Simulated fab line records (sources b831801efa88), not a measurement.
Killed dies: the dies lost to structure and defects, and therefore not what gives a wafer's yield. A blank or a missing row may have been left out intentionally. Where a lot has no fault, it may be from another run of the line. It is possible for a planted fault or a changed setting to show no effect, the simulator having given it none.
fab line records    flow sky130
[record] lots = 10  wafers = 30  last_day = 50
route steps=708 shown POLY_GATE@205 LDD_LDN@296 SD_N@351
lots that met no fault: taken from a fault-free run of the same line
start_h: hours from the record's first day to the start of the lot's first wafer shown    wait_h: how many hours have passed since the lot's step before this one    " the same as in the row above    L1.1+2: several wafers, shown together as one row    - no value, or no start given    * or withheld: withheld    < > ~ a bound
route shown NAME@n: NAME is a module with steps in the file, n the number in the route of the first one    usual: mean and standard deviation over wafers with no fault    same: alike in all rows    chamber/n: place in a boat    sites: readings site by site    _std_site: the standard deviation of these    _edge_site: inner sites' mean taken away from outer sites' mean    radius_mm: how far each site lies from the wafer's centre    mask NAME#n: copy n    behind: the most recent tool/chamber to have shaped the wafer    hold: why the lot went on hold/how many hours it stayed there/how the hold came to an end    device: names the non-switching transistor (n, p or np)    end of line: the route-end tests of the same wafers    a step with no rows: only its recipe    killed: not the wafer's yield, but the dies lost to structure and defects at the first sort    map: dies across one wafer; x = killed, . = not, _ = none there
set.NAME: the run value of the setting; set.NAME@STEP: its run value at that earlier step    model.NAME: the simulator's own value behind a step, which no gauge read
one table for each step of the route and one row for each wafer, over a sample of lots
services: a tool's chamber out of use, with start hour (start_h, from the record's first day; less than 0 if before it), hours out, and reason
[[steps]]
[step SKY_POLY_GATE_THK_MEAS_01]
[recipe] reads = poly-Si_of_POLY_GATE_CVD_00
[usual] POLY_GATE_CVD_00_THK = 179.2/1.5
lot.wafer  tool           chamber  start_h  wait_h  POLY_GATE_CVD_00_THK[nm]
L815.2     film_metro-03  -        362.58   0.0     177.9
L815.3     "              -        "        "       178.9
L815.5     "              -        "        "       179.7
L819.2     film_metro-03  -        368.87   0.0     180.2
L819.5     "              -        "        "       179.9
L819.6     "              -        "        "       180.8
L821.2     film_metro-01  -        378.58   0.0     180.1
L821.3     "              -        "        "       179.8
L821.5     "              -        "        "       179.3
L822.1     film_metro-01  -        388.84   0.0     179.4
L822.2     "              -        "        "       178.8
L822.4     "              -        "        "       179.4
L825.2     film_metro-02  -        414.53   0.0     179.4
L825.3     "              -        "        "       178.3
L825.4     "              -        "        "       181.5
L827.3     film_metro-02  -        440.71   0.0     178.3
L827.5     "              -        "        "       177.9
L827.6     "              -        "        "       176.8
L828.1     film_metro-01  -        456.18   0.0     176.0
L828.2     "              -        "        "       176.3
L828.4     "              -        "        "       175.3
L833.2     film_metro-01  -        485.76   0.0     180.5
L833.4     "              -        "        "       181.4
L833.5     "              -        "        "       180.1
L834.2     film_metro-02  -        500.62   0.0     177.8
L834.3     "              -        "        "       179.5
L834.6     "              -        "        "       178.6
L835.1     film_metro-03  -        502.41   0.0     179.4
L835.2     "              -        "        "       179.9
L835.3     "              -        "        "       180.9
[step SKY_POLY_GATE_ETCH_17]
[recipe] target_depth_nm = 180  stop_on = SiO2  over_etch_frac = 0.56667  chemistry = HBr/Cl2  target = poly-Si  icp_w = 400  bias_w = 100  pressure_mtorr = 10  HBr_flow_sccm = 150  Cl2_flow_sccm = 50  time_s = 70.5
[usual] drypump_motor_current_A = 5.97/0.21  oes_product_au = 0.984/0.0057  throttle_valve_pct = 33.684/0.009
lot.wafer  tool       chamber  start_h  wait_h  drypump_motor_current_A  oes_product_au  rf_hours_counter_h  throttle_valve_pct
L815.2     rie_si-02  2        422.89   0.0     6.15                     0.982           1                   33.683
L815.3     "          1        "        "       5.80                     0.981           3                   33.679
L815.5     "          3        "        "       5.69                     0.988           -                   33.690
L819.2     rie_si-01  3        429.31   0.0     5.69                     0.989           57                  33.683
L819.5     "          1        "        "       6.32                     0.982           -                   33.680
L819.6     "          0        "        "       5.96                     0.989           -                   33.692
L821.2     rie_si-01  2        445.51   0.0     6.17                     0.995           4                   33.677
L821.3     "          1        "        "       6.29                     0.982           4                   33.698
L821.5     "          2        "        "       6.16                     0.987           -                   33.676
L822.1     rie_si-02  3        452.17   0.0     5.71                     0.985           2                   33.687
L822.2     "          0        "        "       6.04                     0.982           7                   33.686
L822.4     "          1        "        "       5.82                     0.983           -                   33.676
L825.2     rie_si-02  0        476.17   0.0     6.04                     0.984           7                   33.672
L825.3     "          3        "        "       5.71                     0.983           3                   33.684
L825.4     "          2        "        "       6.15                     0.977           1                   33.686
L827.3     rie_si-02  3        503.49   0.0     5.71                     0.990           3                   33.685
L827.5     "          2        "        "       6.19                     0.979           -                   33.684
L827.6     "          1        "        "       5.84                     0.981           -                   33.684
L828.1     rie_si-01  0        519.29   0.0     5.96                     0.988           1                   33.686
L828.2     "          2        "        "       6.20                     0.979           4                   33.674
L828.4     "          1        "        "       6.28                     0.977           4                   33.690
L833.2     rie_si-02  3        548.47   0.0     5.71                     0.982           3                   33.683
L833.4     "          0        "        "       6.05                     0.994           7                   33.683
L833.5     "          3        "        "       5.69                     0.988           -                   33.683
L834.2     rie_si-01  1        562.04   0.0     6.25                     0.968           5                   33.677
L834.3     "          2        "        "       6.17                     0.983           4                   33.671
L834.6     "          1        "        "       6.26                     0.990           -                   33.685
L835.1     rie_si-02  3        564.36   0.0     5.70                     0.979           3                   33.692
L835.2     "          1        "        "       5.79                     0.988           4                   33.690
L835.3     "          0        "        "       6.05                     0.992           7                   33.679
[step SKY_LDD_LDN_OVL_MEAS_07]
[usual] LDD_LDN_OVL = 0.6/1.4
lot.wafer  tool        chamber  start_h  wait_h  LDD_LDN_OVL[nm]
L815.2     overlay-02  -        581.93   0.1     1.3
L815.3     "           -        "        "       1.5
L815.5     "           -        "        "       2.9
L819.2     overlay-01  -        586.70   0.1     -0.5
L819.5     "           -        "        "       0.5
L819.6     "           -        "        "       -1.1
L821.2     overlay-02  -        600.56   0.1     1.1
L821.3     "           -        "        "       0.5
L821.5     "           -        "        "       1.1
L822.1     overlay-01  -        606.59   0.1     -1.5
L822.2     "           -        "        "       0.0
L822.4     "           -        "        "       1.2
L825.2     overlay-01  -        626.61   0.1     2.0
L825.3     "           -        "        "       1.1
L825.4     "           -        "        "       0.9
L827.3     overlay-01  -        653.21   0.1     1.3
L827.5     "           -        "        "       1.1
L827.6     "           -        "        "       0.5
L828.1     overlay-02  -        669.10   0.1     2.6
L828.2     "           -        "        "       0.6
L828.4     "           -        "        "       0.4
L833.2     overlay-02  -        693.43   0.1     1.5
L833.4     "           -        "        "       2.7
L833.5     "           -        "        "       1.1
L834.2     overlay-02  -        707.13   0.1     4.8
L834.3     "           -        "        "       2.9
L834.6     "           -        "        "       1.9
L835.1     overlay-01  -        709.87   0.1     2.4
L835.2     "           -        "        "       1.4
L835.3     "           -        "        "       2.2
[step SKY_SD_N_IMPLANT_09]
[recipe] species = As  energy_kev = 50  dose_cm2 = 4e+15  tilt_deg = 0
[usual] beam_energy_keV = 49.998/0.017  beam_on_s = 17.6/0.72  dose_ions_cm2 = 4e+15/4.1e+12
lot.wafer  tool          chamber  start_h  wait_h  beam_energy_keV  beam_on_s  dose_ions_cm2
L815.2     implanter-01  0        699.03   0.1     49.987           18.2       3.998e+15
L815.3     "             0        "        "       49.977           17.9       3.999e+15
L815.5     "             0        "        "       49.965           17.7       4e+15
L819.2     implanter-01  0        703.68   0.0     49.966           17.5       4.004e+15
L819.5     "             0        "        "       49.997           18.0       3.995e+15
L819.6     "             0        "        "       49.995           17.1       3.998e+15
L821.2     implanter-01  0        716.58   0.0     49.996           17.9       4.003e+15
L821.3     "             0        "        "       50.029           17.4       3.997e+15
L821.5     "             0        "        "       50.013           17.0       3.992e+15
L822.1     implanter-03  0        723.10   0.0     50.006           18.1       3.989e+15
L822.2     "             0        "        "       49.998           18.5       3.995e+15
L822.4     "             0        "        "       50.016           17.9       3.994e+15
L825.2     implanter-02  0        741.88   0.0     49.969           16.7       3.995e+15
L825.3     "             0        "        "       49.957           16.5       4.004e+15
L825.4     "             0        "        "       49.993           16.0       4.002e+15
L827.3     implanter-02  0        765.90   0.1     49.980           16.4       3.991e+15
L827.5     "             0        "        "       50.007           16.3       4e+15
L827.6     "             0        "        "       49.974           16.2       4.001e+15
L828.1     implanter-03  0        781.05   0.0     50.012           18.3       4.002e+15
L828.2     "             0        "        "       50.012           17.9       4e+15
L828.4     "             0        "        "       50.012           17.8       4.001e+15
L833.2     implanter-01  0        805.53   0.0     63.001           18.0       4e+15
L833.4     "             0        "        "       62.998           17.7       3.999e+15
L833.5     "             0        "        "       63.012           17.6       4.003e+15
L834.2     implanter-01  0        818.03   0.0     63.021           17.2       4.004e+15
L834.3     "             0        "        "       63.018           17.4       4.001e+15
L834.6     "             0        "        "       63.018           17.8       3.999e+15
L835.1     implanter-01  0        823.38   0.0     62.991           18.1       4.003e+15
L835.2     "             0        "        "       62.998           17.5       4.003e+15
L835.3     "             0        "        "       62.996           17.8       4.007e+15
[step SKY_SD_N_STRIP_11]
[recipe] chemistry = O2/N2  power_w = 1400  pressure_mtorr = 1500  platen_temp_c = withheld  o2_flow_sccm = 3000  n2_flow_sccm = 300  overash_fraction = 0.5
[usual] drypump_motor_current_A = 5.8/0.43  n2_flow_sccm = 300.2/0.87  oes_product_au = 0.527/0.0047  strip_time_to_endpoint_s = 22.56/0.045
[same] overash_fraction = 0.5
lot.wafer  tool             chamber  start_h  wait_h  drypump_motor_current_A  n2_flow_sccm  oes_product_au  rf_hours_counter_h  strip_time_to_endpoint_s
L815.2     plasma_asher-03  1        699.58   0.2     5.9                      301.6         0.531           103                 22.63
L815.3     "                1        "        "       5.8                      299.7         0.525           -                   22.64
L815.5     "                1        "        "       5.8                      300.4         0.530           -                   22.61
L819.2     plasma_asher-04  1        703.96   0.1     5.5                      300.9         0.536           89                  22.52
L819.5     "                1        "        "       5.5                      300.7         0.526           -                   22.57
L819.6     "                0        "        "       6.4                      298.3         0.527           -                   22.53
L821.2     plasma_asher-03  0        716.86   0.1     5.7                      298.9         0.521           105                 22.57
L821.3     "                0        "        "       5.6                      298.4         0.525           -                   22.59
L821.5     "                1        "        "       5.9                      300.1         0.528           -                   22.58
L822.1     plasma_asher-03  0        723.40   0.1     5.6                      299.2         0.533           106                 22.53
L822.2     "                1        "        "       5.8                      300.4         0.525           106                 22.52
L822.4     "                0        "        "       5.6                      300.3         0.530           -                   22.58
L825.2     plasma_asher-04  0        742.16   0.1     6.4                      298.9         0.528           93                  22.55
L825.3     "                1        "        "       5.5                      299.8         0.530           -                   22.56
L825.4     "                0        "        "       6.4                      300.0         0.528           -                   22.55
L827.3     plasma_asher-03  1        766.18   0.1     5.9                      301.0         0.530           -                   22.56
L827.5     "                1        "        "       5.8                      299.8         0.524           -                   22.58
L827.6     "                0        "        "       5.6                      298.3         0.528           -                   22.52
L828.1     plasma_asher-01  1        781.35   0.1     6.4                      299.1         0.531           33                  22.51
L828.2     "                0        "        "       5.0                      301.4         0.523           33                  22.50
L828.4     "                0        "        "       4.9                      301.4         0.528           -                   22.50
L833.2     plasma_asher-03  1        805.81   0.1     5.9                      299.6         0.507           6                   24.64
L833.4     "                0        "        "       5.6                      299.8         0.501           -                   24.57
L833.5     "                1        "        "       5.9                      298.8         0.504           -                   24.56
L834.2     plasma_asher-04  0        818.31   0.1     6.4                      302.2         0.495           100                 24.48
L834.3     "                1        "        "       5.5                      300.3         0.512           -                   24.53
L834.6     "                1        "        "       5.5                      299.8         0.498           -                   24.46
L835.1     plasma_asher-03  0        823.68   0.1     5.6                      301.0         0.505           8                   24.45
L835.2     "                1        "        "       5.8                      301.5         0.502           8                   24.48
L835.3     "                1        "        "       5.8                      300.4         0.500           -                   24.48
[step SKY_SD_N_TW_MEAS_12]
[usual] SD_N_TW = 3986/51
lot.wafer  tool           chamber  start_h  wait_h  SD_N_TW
L815.2     film_metro-03  -        699.69   0.1     3937
L815.3     "              -        "        "       3928
L815.5     "              -        "        "       3948
L819.2     film_metro-02  -        704.11   0.1     4065
L819.5     "              -        "        "       4074
L819.6     "              -        "        "       4054
L821.2     film_metro-03  -        716.97   0.1     3923
L821.3     "              -        "        "       3928
L821.5     "              -        "        "       3926
L822.1     film_metro-03  -        723.50   0.1     3972
L822.2     "              -        "        "       3947
L822.4     "              -        "        "       3975
L825.2     film_metro-01  -        742.27   0.1     4002
L825.3     "              -        "        "       3973
L825.4     "              -        "        "       3975
L827.3     film_metro-01  -        766.27   0.1     4010
L827.5     "              -        "        "       4006
L827.6     "              -        "        "       4019
L828.1     film_metro-03  -        781.45   0.1     3909
L828.2     "              -        "        "       3911
L828.4     "              -        "        "       3931
L833.2     film_metro-01  -        805.92   0.1     4267
L833.4     "              -        "        "       4238
L833.5     "              -        "        "       4314
L834.2     film_metro-03  -        818.42   0.1     4200
L834.3     "              -        "        "       4220
L834.6     "              -        "        "       4212
L835.1     film_metro-03  -        823.78   0.1     4230
L835.2     "              -        "        "       4226
L835.3     "              -        "        "       4217
[step SKY_SD_N_RS_MEAS_16]
[recipe] thk_meas_gauge = four-point-probe
[usual] SD_N_RS = 68.57/0.11
lot.wafer  tool           chamber  start_h  wait_h  SD_N_RS[ohm/sq]
L815.2     film_metro-02  -        699.99   0.1     68.43
L815.3     "              -        "        "       68.65
L815.5     "              -        "        "       68.53
L819.2     film_metro-02  -        704.41   0.1     68.69
L819.5     "              -        "        "       68.69
L819.6     "              -        "        "       68.65
L821.2     film_metro-02  -        717.26   0.1     68.57
L821.3     "              -        "        "       68.43
L821.5     "              -        "        "       68.40
L822.1     film_metro-03  -        723.78   0.1     68.45
L822.2     "              -        "        "       68.40
L822.4     "              -        "        "       68.42
L825.2     film_metro-03  -        742.56   0.1     68.50
L825.3     "              -        "        "       68.57
L825.4     "              -        "        "       68.45
L827.3     film_metro-02  -        766.57   0.1     68.52
L827.5     "              -        "        "       68.72
L827.6     "              -        "        "       68.63
L828.1     film_metro-02  -        781.73   0.1     68.69
L828.2     "              -        "        "       68.70
L828.4     "              -        "        "       68.54
L833.2     film_metro-03  -        806.22   0.1     60.32
L833.4     "              -        "        "       60.39
L833.5     "              -        "        "       60.52
L834.2     film_metro-01  -        818.71   0.1     60.70
L834.3     "              -        "        "       60.56
L834.6     "              -        "        "       60.48
L835.1     film_metro-02  -        824.07   0.1     60.64
L835.2     "              -        "        "       60.67
L835.3     "              -        "        "       60.51
[[services]]
tool             chamber  start_h  hours  kind
rie_si-01        0        423.59   5.5    repair
rie_si-02        2        425.62   38.7   repair
plasma_asher-03  -        433.44   14.6   pm
rie_si-02        -        458.94   0.2    repair
implanter-03     -        474.22   3.8    pm
implanter-03     -        478.00   6.6    pm
rie_si-02        -        541.04   0.2    repair
rie_si-01        0        549.30   20.9   repair
rie_si-02        1        589.83   8.2    repair
rie_si-02        2        606.58   7.4    repair
rie_si-02        3        618.07   8.8    repair
rie_si-02        -        621.67   1.0    repair
implanter-03     -        634.46   2.2    repair
implanter-03     -        666.17   3.2    repair
implanter-01     -        668.81   2.7    pm
implanter-03     -        675.93   3.9    repair
implanter-03     -        677.98   16.1   repair
rie_si-02        -        705.27   4.3    pm
implanter-01     -        719.84   5.7    repair
plasma_asher-03  -        733.75   9.0    pm
implanter-03     -        737.93   30.1   pm
implanter-03     -        767.99   3.6    pm
implanter-02     -        768.26   6.8    pm
implanter-01     -        799.63   1.8    repair
[[key]]
[first_sign] step = SKY_SD_N_IMPLANT_09  reading = beam_energy_keV  direction = up  sigmas = 99+  usual = *  struck = *
[effect] step = SKY_SD_N_STRIP_11  reading = strip_time_to_endpoint_s  direction = up  sigmas = 44  usual = *  struck = *
[effect] step = SKY_SD_N_TW_MEAS_12  reading = SD_N_TW  direction = up  sigmas = 4.9  usual = 3986  struck = 4236
[effect] step = SKY_SD_N_RS_MEAS_16  reading = SD_N_RS  direction = down  sigmas = 76  usual = 68.57  struck = 60.53
met_at SKY_SD_N_IMPLANT_09
struck_lots L833,L834,L835
tester_left_out L833,L834,L835
not_acting_at SKY_POLY_GATE_THK_MEAS_01,SKY_POLY_GATE_ETCH_17,SKY_LDD_LDN_OVL_MEAS_07
onset_between 716.58 805.53
[fault] kind = process_parameter_drift  tool = implanter-01  chamber = -  onset_h = 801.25  steps = SKY_SD_N_IMPLANT_09  channel = energy_kev  offset = *  shape = step  end_h = 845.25  acts_in = *  stated = *
// tester_left_out: of these lots the tester's yield and bins aren't shown, on N5 and GAA mostly nor the transistor test; their killed dies are dies lost to structure and defects alone, not to doping, threshold or leakage, so they don't give the yield
